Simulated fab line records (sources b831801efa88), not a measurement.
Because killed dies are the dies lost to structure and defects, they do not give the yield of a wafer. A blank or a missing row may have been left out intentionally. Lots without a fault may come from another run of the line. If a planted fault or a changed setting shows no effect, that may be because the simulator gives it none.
Chamber matching | flow sky130 | SKY_CONTACT_ETCH_16 on rie diel-03: 4 sister chambers
The step etches BARC in N2/H2, stops on SiO2, time 45.9 s, target depth 60 nm. 4 wafers are shown with their chamber, then 9 later ones without.

== WAFERS, EACH WITH ITS CHAMBER ==
wafer  | chamber | oes product au (a.u.)
L091.6 | 1       | 0.850
L094.1 | 3       | 0.846
L094.3 | 0       | 0.858
L094.5 | 2       | 0.851

== WAFERS MISSING THEIR CHAMBER ==
wafer  | oes product au (a.u.)
L093.1 | 0.856
L093.2 | 0.851
L093.4 | 0.849
L095.2 | 0.853
L095.3 | 0.855
L095.5 | 0.860
L096.1 | 0.855
L096.2 | 0.861
L096.4 | 0.851

== THE CHAMBER EACH PASSED THROUGH ==
wafer  | from the rows above          | in truth
L093.1 | can't be placed: 0 or 2 or 1 | 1
L093.2 | can't be placed: 2 or 1      | 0
L093.4 | can't be placed: 1 or 2 or 3 | 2
L095.2 | can't be placed: 2 or 1 or 0 | 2
L095.3 | can't be placed: 0 or 2 or 1 | 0
L095.5 | 0                            | 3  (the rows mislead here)
L096.1 | can't be placed: 0 or 2 or 1 | 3
L096.2 | 0                            | 0
L096.4 | can't be placed: 2 or 1      | 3
Placed correctly: 1 of 9. Cannot be placed on the basis of these rows: 7; the candidates contain the true chamber in 4. 1 placed wrongly.
How it was worked out, from the rows above alone: a wafer's distance from a chamber is the root of the sum, over the readings, of the square of ((its reading less the chamber's mean) divided by the reading's scatter). The wafer belongs to the nearest chamber; if the next one is less than 2 further off, it can't be placed. A chamber's mean is the mean of its shown wafers. The scatter: root of mean squared gap, hidden wafer to nearest shown wafer, with one shown wafer a chamber.
